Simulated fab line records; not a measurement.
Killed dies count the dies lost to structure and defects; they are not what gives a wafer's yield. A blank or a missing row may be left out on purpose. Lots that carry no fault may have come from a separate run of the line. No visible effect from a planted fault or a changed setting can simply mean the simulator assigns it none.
fab line records + flow gf180mcu
record
- lots=13
- wafers=39
- lastDay=34
route steps=602 shown DNWELL@39 CONTACT@305 M1@332 V2@387
lots that met no fault: taken from a fault-free run of the same line
startH: start of the lot's first displayed wafer, in hours after the record's first day + waitH: hours since the lot's step before + " same as the row above + L1.1+2: several wafers, shown together as one row + - no value, or no start was given + * or withheld: withheld + < > ~ a bound
route shown NAME@n: NAME is a module with steps in the file, n the number in the route of the first one + usual: the fault-free wafers' mean and standard deviation + same: alike in all rows + chamber/n: place in a boat + sites: each site's reading + _std_site: their standard deviation + _edge_site: outer sites' mean less inner sites' + radiusMm: how far each site lies from the wafer's centre + mask NAME#n: copy n + behind: the tool/chamber that last shaped the wafer + hold: what put the lot on hold/how long, in hours/how the hold closed + device: the transistor (n, p or np) that didn't switch + end of line: tests of these same wafers at the route's end + a step given without rows: its recipe and nothing more + killed: dies lost to structure and defects at the first sort, not the wafer's yield + map: dies across one wafer; x = killed, . = not, _ = none there
set.NAME: the setting the step ran with; set.NAME@STEP: the setting that earlier step ran with + model.NAME: the simulator's own value behind a step, which no gauge read
a sample of lots followed through the steps of the route, with each step as a table and each wafer as a row
services: when a tool's chamber went out of use (startH, in hours from the record's first day, below 0 if earlier), for how many hours, and the reason
## steps
# step GF_DNWELL_IMPLANT_07
# recipe
- species=P
- energyKev=1500
- doseCm2=1e+13
- tiltDeg=0
# usual
- beamOnS=9.98/0.21
| lot.wafer | tool         | chamber | startH | waitH | beamOnS |
|-----------|--------------|---------|--------|-------|---------|
| L724.1    | implanter-03 | 0       | 52.69  | -     | 10.07   |
| L724.4    | "            | 0       | "      | "     | 10.31   |
| L724.5    | "            | 0       | "      | "     | 10.34   |
| L726.1    | implanter-01 | 0       | 63.49  | -     | 9.79    |
| L726.4    | "            | 0       | "      | "     | 9.86    |
| L726.5    | "            | 0       | "      | "     | 9.94    |
| L727.2    | implanter-01 | 0       | 69.26  | -     | 10.04   |
| L727.3    | "            | 0       | "      | "     | 10.34   |
| L727.5    | "            | 0       | "      | "     | 9.88    |
| L730.1    | implanter-03 | 0       | 84.74  | -     | 9.71    |
| L730.2    | "            | 0       | "      | "     | 9.99    |
| L730.3    | "            | 0       | "      | "     | 9.87    |
| L731.2    | implanter-04 | 0       | 88.72  | -     | 10.01   |
| L731.3    | "            | 0       | "      | "     | 10.22   |
| L731.4    | "            | 0       | "      | "     | 9.93    |
| L732.1    | implanter-04 | 0       | 96.54  | -     | 10.18   |
| L732.2    | "            | 0       | "      | "     | 9.56    |
| L732.4    | "            | 0       | "      | "     | 9.99    |
| L733.2    | implanter-03 | 0       | 102.16 | -     | 9.99    |
| L733.3    | "            | 0       | "      | "     | 10.18   |
| L733.6    | "            | 0       | "      | "     | 10.22   |
| L734.1    | implanter-01 | 0       | 105.99 | -     | 9.94    |
| L734.3    | "            | 0       | "      | "     | 9.78    |
| L734.5    | "            | 0       | "      | "     | 9.70    |
| L734.1    | implanter-01 | 0       | 106.30 | 0.3   | 9.98    |
| L734.3    | "            | 0       | "      | "     | 9.74    |
| L734.5    | "            | 0       | "      | "     | 9.80    |
| L735.2    | implanter-04 | 0       | 111.91 | -     | 10.24   |
| L735.5    | "            | 0       | "      | "     | 10.13   |
| L735.6    | "            | 0       | "      | "     | 10.28   |
| L735.2    | implanter-04 | 0       | 112.23 | 0.3   | 9.99    |
| L735.5    | "            | 0       | "      | "     | 10.05   |
| L735.6    | "            | 0       | "      | "     | 10.12   |
| L736.3    | implanter-04 | 0       | 115.84 | -     | 9.65    |
| L736.4    | "            | 0       | "      | "     | 9.75    |
| L736.6    | "            | 0       | "      | "     | 9.72    |
| L742.1    | implanter-04 | 0       | 148.08 | -     | 9.41    |
| L742.3    | "            | 0       | "      | "     | 10.20   |
| L742.6    | "            | 0       | "      | "     | 9.80    |
| L742.1    | implanter-04 | 0       | 148.40 | 0.3   | 10.03   |
| L742.3    | "            | 0       | "      | "     | 10.03   |
| L742.6    | "            | 0       | "      | "     | 9.77    |
| L743.3    | implanter-04 | 0       | 153.19 | -     | 10.27   |
| L743.5    | "            | 0       | "      | "     | 10.04   |
| L743.6    | "            | 0       | "      | "     | 10.42   |
| L744.2    | implanter-03 | 0       | 159.56 | -     | 9.81    |
| L744.3    | "            | 0       | "      | "     | 9.46    |
| L744.5    | "            | 0       | "      | "     | 10.10   |
# step GF_DNWELL_TW_MEAS_09
# usual
- DNWELL_TW=1345/9.7
| lot.wafer | tool         | chamber | startH | waitH | DNWELL_TW |
|-----------|--------------|---------|--------|-------|-----------|
| L724.1    | filmMetro-02 | -       | 52.94  | 0.1   | 1344      |
| L724.4    | "            | -       | "      | "     | 1345      |
| L724.5    | "            | -       | "      | "     | 1351      |
| L726.1    | filmMetro-04 | -       | 63.74  | 0.1   | 1360      |
| L726.4    | "            | -       | "      | "     | 1367      |
| L726.5    | "            | -       | "      | "     | 1355      |
| L727.2    | filmMetro-03 | -       | 69.50  | 0.1   | 1331      |
| L727.3    | "            | -       | "      | "     | 1340      |
| L727.5    | "            | -       | "      | "     | 1345      |
| L730.1    | filmMetro-02 | -       | 84.99  | 0.1   | 1335      |
| L730.2    | "            | -       | "      | "     | 1343      |
| L730.3    | "            | -       | "      | "     | 1334      |
| L731.2    | filmMetro-03 | -       | 88.95  | 0.1   | 1350      |
| L731.3    | "            | -       | "      | "     | 1354      |
| L731.4    | "            | -       | "      | "     | 1349      |
| L732.1    | filmMetro-04 | -       | 96.79  | 0.1   | 1357      |
| L732.2    | "            | -       | "      | "     | 1353      |
| L732.4    | "            | -       | "      | "     | 1354      |
| L733.2    | filmMetro-02 | -       | 102.40 | 0.1   | 1347      |
| L733.3    | "            | -       | "      | "     | 1345      |
| L733.6    | "            | -       | "      | "     | 1341      |
| L734.1    | filmMetro-04 | -       | 106.55 | 0.1   | 1676      |
| L734.3    | "            | -       | "      | "     | 1679      |
| L734.5    | "            | -       | "      | "     | 1681      |
| L735.2    | filmMetro-03 | -       | 112.46 | 0.1   | 1674      |
| L735.5    | "            | -       | "      | "     | 1665      |
| L735.6    | "            | -       | "      | "     | 1682      |
| L736.3    | filmMetro-04 | -       | 116.06 | 0.1   | 1355      |
| L736.4    | "            | -       | "      | "     | 1356      |
| L736.6    | "            | -       | "      | "     | 1361      |
| L742.1    | filmMetro-03 | -       | 148.65 | 0.1   | 1682      |
| L742.3    | "            | -       | "      | "     | 1667      |
| L742.6    | "            | -       | "      | "     | 1673      |
| L743.3    | filmMetro-03 | -       | 153.41 | 0.1   | 1335      |
| L743.5    | "            | -       | "      | "     | 1344      |
| L743.6    | "            | -       | "      | "     | 1343      |
| L744.2    | filmMetro-02 | -       | 159.80 | 0.1   | 1344      |
| L744.3    | "            | -       | "      | "     | 1339      |
| L744.5    | "            | -       | "      | "     | 1342      |
# step GF_CONTACT_STRIP_18
# recipe
- chemistry=O2/N2
- powerW=1400
- pressureMtorr=1500
- platenTempC=250
- o2FlowSccm=3000
- n2FlowSccm=300
- overashFraction=0.5
# usual
- drypumpMotorCurrentA=5.9/0.4
- heaterPowerW=307/33
- oesProductAu=0.580/0.0046
# same
- overashFraction=0.5
| lot.wafer | tool           | chamber | startH | waitH | drypumpMotorCurrentA | heaterPowerW | oesProductAu | rfHoursCounterH |
|-----------|----------------|---------|--------|-------|----------------------|--------------|--------------|-----------------|
| L724.1    | plasmaAsher-03 | 0       | 376.95 | -     | 5.4                  | 255          | 0.579        | 63              |
| L724.4    | "              | 1       | "      | "     | 5.9                  | 333          | 0.575        | -               |
| L724.5    | "              | 1       | "      | "     | 5.9                  | 328          | 0.582        | -               |
| L726.1    | plasmaAsher-02 | 0       | 393.10 | -     | 5.8                  | 339          | 0.572        | 73              |
| L726.4    | "              | 0       | "      | "     | 5.8                  | 348          | 0.586        | -               |
| L726.5    | "              | 1       | "      | "     | 6.0                  | 275          | 0.578        | -               |
| L727.2    | plasmaAsher-02 | 0       | 407.36 | -     | 5.8                  | 344          | 0.576        | 74              |
| L727.3    | "              | 1       | "      | "     | 5.9                  | 272          | 0.584        | -               |
| L727.5    | "              | 0       | "      | "     | 5.8                  | 344          | 0.586        | -               |
| L730.1    | plasmaAsher-03 | 0       | 433.96 | -     | 5.4                  | 261          | 0.586        | 70              |
| L730.2    | "              | 1       | "      | "     | 5.9                  | 318          | 0.580        | 70              |
| L730.3    | "              | 0       | "      | "     | 5.4                  | 262          | 0.582        | -               |
| L731.2    | plasmaAsher-03 | 1       | 441.93 | -     | 5.9                  | 330          | 0.586        | 70              |
| L731.3    | "              | 0       | "      | "     | 5.4                  | 272          | 0.575        | -               |
| L731.4    | "              | 1       | "      | "     | 5.9                  | 330          | 0.581        | -               |
| L732.1    | plasmaAsher-02 | 1       | 452.70 | -     | 6.0                  | 274          | 0.578        | 2               |
| L732.2    | "              | 0       | "      | "     | 5.8                  | 348          | 0.580        | 2               |
| L732.4    | "              | 0       | "      | "     | 5.8                  | 339          | 0.575        | -               |
| L733.2    | plasmaAsher-04 | 0       | 464.10 | -     | 6.6                  | 310          | 0.581        | 81              |
| L733.3    | "              | 1       | "      | "     | 6.6                  | 329          | 0.574        | -               |
| L733.6    | "              | 1       | "      | "     | 6.6                  | 320          | 0.575        | -               |
| L734.1    | plasmaAsher-03 | 0       | 473.25 | -     | 5.4                  | 262          | 0.584        | 74              |
| L734.3    | "              | 1       | "      | "     | 5.9                  | 340          | 0.583        | -               |
| L734.5    | "              | 0       | "      | "     | 5.4                  | 263          | 0.584        | -               |
| L735.2    | plasmaAsher-02 | 1       | 482.10 | -     | 6.0                  | 275          | 0.576        | 5               |
| L735.5    | "              | 0       | "      | "     | 5.8                  | 339          | 0.588        | -               |
| L735.6    | "              | 1       | "      | "     | 6.0                  | 270          | 0.582        | -               |
| L736.3    | plasmaAsher-04 | 1       | 487.33 | -     | 6.6                  | 326          | 0.584        | -               |
| L736.4    | "              | 0       | "      | "     | 6.6                  | 318          | 0.579        | -               |
| L736.6    | "              | 1       | "      | "     | 6.6                  | 325          | 0.585        | -               |
| L742.1    | plasmaAsher-02 | 0       | 532.00 | -     | 5.8                  | 346          | 0.577        | 10              |
| L742.3    | "              | 1       | "      | "     | 5.9                  | 281          | 0.582        | -               |
| L742.6    | "              | 0       | "      | "     | 5.8                  | 343          | 0.583        | -               |
| L743.3    | plasmaAsher-03 | 1       | 541.08 | -     | 5.9                  | 331          | 0.581        | -               |
| L743.5    | "              | 1       | "      | "     | 5.9                  | 337          | 0.582        | -               |
| L743.6    | "              | 0       | "      | "     | 5.4                  | 254          | 0.582        | -               |
| L744.2    | plasmaAsher-04 | 1       | 549.66 | -     | 6.6                  | 326          | 0.589        | 90              |
| L744.3    | "              | 0       | "      | "     | 6.6                  | 322          | 0.579        | -               |
| L744.5    | "              | 0       | "      | "     | 6.6                  | 321          | 0.578        | -               |
# step GF_M1_STRIP_17
# recipe
- chemistry=O2/N2
- powerW=1400
- pressureMtorr=1500
- platenTempC=250
- o2FlowSccm=3000
- n2FlowSccm=300
- overashFraction=0.5
# usual
- drypumpMotorCurrentA=5.74/0.27
- heaterPowerW=309/38
- oesProductAu=0.537/0.0046
- stripTimeToEndpointS=7.39/0.035
# same
- overashFraction=0.5
| lot.wafer | tool           | chamber | startH | waitH | drypumpMotorCurrentA | heaterPowerW | oesProductAu | rfHoursCounterH | stripTimeToEndpointS |
|-----------|----------------|---------|--------|-------|----------------------|--------------|--------------|-----------------|----------------------|
| L724.1    | plasmaAsher-02 | 1       | 401.02 | 0.1   | 5.96                 | 271          | 0.533        | 74              | 7.39                 |
| L724.4    | "              | 1       | "      | "     | 5.97                 | 273          | 0.536        | -               | 7.41                 |
| L724.5    | "              | 1       | "      | "     | 5.96                 | 282          | 0.538        | -               | 7.44                 |
| L726.1    | plasmaAsher-01 | 1       | 419.08 | 0.1   | 5.99                 | 360          | 0.542        | 27              | 7.44                 |
| L726.4    | "              | 1       | "      | "     | 5.97                 | 359          | 0.534        | -               | 7.41                 |
| L726.5    | "              | 0       | "      | "     | 5.33                 | 274          | 0.545        | -               | 7.47                 |
| L727.2    | plasmaAsher-01 | 1       | 433.77 | 0.1   | 5.96                 | 351          | 0.532        | 29              | 7.35                 |
| L727.3    | "              | 1       | "      | "     | 5.97                 | 364          | 0.537        | -               | 7.36                 |
| L727.5    | "              | 1       | "      | "     | 5.98                 | 357          | 0.530        | -               | 7.36                 |
| L730.1    | plasmaAsher-03 | 0       | 460.55 | 0.2   | 5.39                 | 264          | 0.536        | 72              | 7.39                 |
| L730.2    | "              | 1       | "      | "     | 5.87                 | 333          | 0.537        | 72              | 7.38                 |
| L730.3    | "              | 1       | "      | "     | 5.86                 | 325          | 0.542        | -               | 7.40                 |
| L731.2    | plasmaAsher-01 | 1       | 467.82 | 0.1   | 5.97                 | 357          | 0.543        | 32              | 7.40                 |
| L731.3    | "              | 0       | "      | "     | 5.33                 | 267          | 0.545        | -               | 7.43                 |
| L731.4    | "              | 1       | "      | "     | 5.97                 | 345          | 0.546        | -               | 7.36                 |
| L732.1    | plasmaAsher-01 | 0       | 478.97 | 0.1   | 5.32                 | 272          | 0.539        | 34              | 7.43                 |
| L732.2    | "              | 1       | "      | "     | 5.98                 | 352          | 0.528        | 34              | 7.41                 |
| L732.4    | "              | 0       | "      | "     | 5.31                 | 275          | 0.542        | -               | 7.38                 |
| L733.2    | plasmaAsher-02 | 0       | 489.57 | 0.1   | 5.83                 | 343          | 0.536        | 6               | 7.41                 |
| L733.3    | "              | 0       | "      | "     | 5.81                 | 348          | 0.543        | -               | 7.43                 |
| L733.6    | "              | 0       | "      | "     | 5.80                 | 346          | 0.533        | -               | 7.42                 |
| L734.1    | plasmaAsher-02 | 0       | 498.72 | 0.1   | 5.81                 | 349          | 0.539        | 7               | 7.38                 |
| L734.3    | "              | 0       | "      | "     | 5.83                 | 345          | 0.541        | -               | 7.40                 |
| L734.5    | "              | 1       | "      | "     | 5.98                 | 273          | 0.536        | -               | 7.41                 |
| L735.2    | plasmaAsher-03 | 0       | 506.98 | 0.1   | 5.41                 | 259          | 0.545        | 77              | 7.36                 |
| L735.5    | "              | 1       | "      | "     | 5.85                 | 332          | 0.537        | -               | 7.35                 |
| L735.6    | "              | 0       | "      | "     | 5.42                 | 265          | 0.534        | -               | 7.35                 |
| L736.3    | plasmaAsher-02 | 1       | 513.22 | 0.1   | 5.98                 | 280          | 0.539        | -               | 7.41                 |
| L736.4    | "              | 0       | "      | "     | 5.83                 | 348          | 0.538        | -               | 7.45                 |
| L736.6    | "              | 1       | "      | "     | 5.97                 | 278          | 0.544        | -               | 7.42                 |
| L742.1    | plasmaAsher-03 | 1       | 555.87 | 0.1   | 5.88                 | 330          | 0.547        | 83              | 7.42                 |
| L742.3    | "              | 0       | "      | "     | 5.43                 | 261          | 0.538        | -               | 7.42                 |
| L742.6    | "              | 0       | "      | "     | 5.40                 | 260          | 0.540        | -               | 7.41                 |
| L743.3    | plasmaAsher-03 | 0       | 564.55 | 0.1   | 5.42                 | 255          | 0.535        | -               | 7.37                 |
| L743.5    | "              | 0       | "      | "     | 5.41                 | 257          | 0.536        | -               | 7.37                 |
| L743.6    | "              | 1       | "      | "     | 5.87                 | 338          | 0.535        | -               | 7.40                 |
| L744.2    | plasmaAsher-01 | 1       | 572.57 | 0.1   | 5.98                 | 357          | 0.542        | 43              | 7.43                 |
| L744.3    | "              | 1       | "      | "     | 5.98                 | 354          | 0.533        | -               | 7.40                 |
| L744.5    | "              | 1       | "      | "     | 5.98                 | 351          | 0.534        | -               | 7.42                 |
# step GF_V2_BOW_MEAS_05
# recipe
- mode=bow
# usual
- V2_BOW=100/8.5
| lot.wafer | tool         | chamber | startH | waitH | V2_BOW[um] |
|-----------|--------------|---------|--------|-------|------------|
| L724.1    | filmMetro-02 | -       | 453.54 | 0.2   | 105        |
| L724.4    | "            | -       | "      | "     | 99         |
| L724.5    | "            | -       | "      | "     | 87         |
| L726.1    | filmMetro-04 | -       | 473.78 | 0.2   | 108        |
| L726.4    | "            | -       | "      | "     | 104        |
| L726.5    | "            | -       | "      | "     | 96         |
| L727.2    | filmMetro-02 | -       | 486.93 | 0.1   | 105        |
| L727.3    | "            | -       | "      | "     | 88         |
| L727.5    | "            | -       | "      | "     | 98         |
| L730.1    | filmMetro-02 | -       | 513.27 | 0.2   | 101        |
| L730.2    | "            | -       | "      | "     | 109        |
| L730.3    | "            | -       | "      | "     | 113        |
| L731.2    | filmMetro-02 | -       | 520.09 | 0.1   | 104        |
| L731.3    | "            | -       | "      | "     | 91         |
| L731.4    | "            | -       | "      | "     | 109        |
| L732.1    | filmMetro-02 | -       | 530.02 | 0.1   | 89         |
| L732.2    | "            | -       | "      | "     | 87         |
| L732.4    | "            | -       | "      | "     | 93         |
| L733.2    | filmMetro-01 | -       | 541.07 | 0.3   | 105        |
| L733.3    | "            | -       | "      | "     | 94         |
| L733.6    | "            | -       | "      | "     | 91         |
| L734.1    | filmMetro-01 | -       | 548.75 | 0.2   | 105        |
| L734.3    | "            | -       | "      | "     | 109        |
| L734.5    | "            | -       | "      | "     | 118        |
| L735.2    | filmMetro-01 | -       | 556.23 | 0.3   | 116        |
| L735.5    | "            | -       | "      | "     | 103        |
| L735.6    | "            | -       | "      | "     | 119        |
| L736.3    | filmMetro-02 | -       | 562.97 | 0.1   | 105        |
| L736.4    | "            | -       | "      | "     | 108        |
| L736.6    | "            | -       | "      | "     | 105        |
| L742.1    | filmMetro-01 | -       | 602.97 | 0.1   | 102        |
| L742.3    | "            | -       | "      | "     | 110        |
| L742.6    | "            | -       | "      | "     | 98         |
| L743.3    | filmMetro-01 | -       | 612.03 | 0.3   | 95         |
| L743.5    | "            | -       | "      | "     | 107        |
| L743.6    | "            | -       | "      | "     | 100        |
| L744.2    | filmMetro-01 | -       | 618.61 | 0.2   | 112        |
| L744.3    | "            | -       | "      | "     | 110        |
| L744.5    | "            | -       | "      | "     | 101        |
## services
| tool           | chamber | startH | hours | kind   |
|----------------|---------|--------|-------|--------|
| implanter-04   | -       | 33.58  | 11.8  | pm     |
| implanter-04   | -       | 62.65  | 19.8  | repair |
| implanter-04   | -       | 82.46  | 3.6   | pm     |
| plasmaAsher-01 | -       | 93.51  | 2.6   | repair |
| plasmaAsher-02 | -       | 97.92  | 12.8  | repair |
| plasmaAsher-03 | -       | 100.43 | 9.8   | repair |
| plasmaAsher-02 | -       | 116.65 | 5.8   | repair |
| plasmaAsher-03 | -       | 172.22 | 1.0   | repair |
| plasmaAsher-02 | -       | 214.61 | 4.2   | repair |
| implanter-04   | -       | 267.95 | 2.7   | repair |
| implanter-04   | -       | 272.30 | 2.5   | pm     |
| implanter-04   | -       | 304.44 | 103.8 | pm     |
| plasmaAsher-02 | -       | 327.64 | 3.7   | repair |
| plasmaAsher-03 | -       | 337.55 | 1.8   | repair |
| plasmaAsher-02 | -       | 353.95 | 5.7   | repair |
| plasmaAsher-02 | -       | 356.95 | 4.3   | repair |
| plasmaAsher-02 | -       | 421.29 | 9.0   | pm     |
| implanter-04   | -       | 450.80 | 2.2   | repair |
| implanter-04   | -       | 461.69 | 70.0  | repair |
| implanter-04   | -       | 481.53 | 3.3   | repair |
| implanter-04   | -       | 484.86 | 10.3  | repair |
| implanter-04   | -       | 487.34 | 1.0   | repair |
| plasmaAsher-02 | -       | 519.69 | 5.2   | repair |
| implanter-04   | -       | 565.22 | 4.0   | pm     |
## key
firstSign
- step=GF_DNWELL_IMPLANT_07
- reading=visit
- direction=added
effect
- step=GF_DNWELL_TW_MEAS_09
- reading=DNWELL_TW
- direction=up
- sigmas=34
- usual=1345
- struck=1675
metAt GF_DNWELL_IMPLANT_07
struckLots L734,L735,L742
testerLeftOut L734,L735,L742
notActingAt GF_CONTACT_STRIP_18,GF_M1_STRIP_17,GF_V2_BOW_MEAS_05
fault
- kind=repeatedStepWhole
- tool=implanter-01,implanter-03,implanter-04
- chamber=-
- onsetH=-
- steps=GF_DNWELL_IMPLANT_07
- times=1
- scope=struckLotsOnly
# testerLeftOut: of these lots the tester's yield and bins aren't shown, on N5 and GAA mostly nor the transistor test; their killed dies are dies lost to structure and defects alone, not to doping, threshold or leakage, so they don't give the yield
